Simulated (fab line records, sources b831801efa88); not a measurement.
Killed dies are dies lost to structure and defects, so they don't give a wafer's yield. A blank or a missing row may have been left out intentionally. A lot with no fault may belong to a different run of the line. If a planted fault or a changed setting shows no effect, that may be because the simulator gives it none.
Matching of chambers    flow sky130    cmp-01 running SKY_VIA1_CMP_02: 4 sister chambers
The step polishes SiO2. 4 wafers are shown with their chamber, then 8 later ones without.

== WAFERS PAIRED WITH THEIR CHAMBERS ==
wafer   chamber  motor current A (A)
L876.2  0        12.1
L883.2  1        12.9
L883.3  3        12.8
L886.1  2        14.4

== WAFERS MISSING THEIR CHAMBER ==
wafer   motor current A (A)
L886.5  13.0
L886.6  12.3
L890.1  12.7
L890.3  13.5
L890.6  12.5
L889.3  11.9
L889.4  13.1
L889.5  13.3

== CHAMBER TAKEN BY EACH ==
wafer    from the rows above            in truth
L886.5   can't be placed: 1 or 3        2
L886.6   can't be placed: 0 or 3 or 1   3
L890.1   can't be placed: 3 or 1 or 0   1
L890.3   can't be placed: 1 or 3 or 2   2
L890.6   can't be placed: 3 or 0 or 1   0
L889.3   0                              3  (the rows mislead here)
L889.4   can't be placed: 1 or 3        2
L889.5   can't be placed: 1 or 3        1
Correctly placed: 0 of 8. Not placeable from these rows: 7 (in 5, the candidates include the true chamber). Placed wrongly: 1.
How it was worked out, from the rows above alone: a wafer's distance from a chamber is the root of the sum, over the readings, of the square of ((its reading less the chamber's mean) divided by the reading's scatter). The wafer belongs to the nearest chamber; if the next one is less than 2 further off, it can't be placed. The mean given for a chamber averages the wafers shown for that chamber. The scatter (one wafer shown for each chamber): square how far every hidden wafer sits from the nearest shown wafer, average those squares and take the square root.
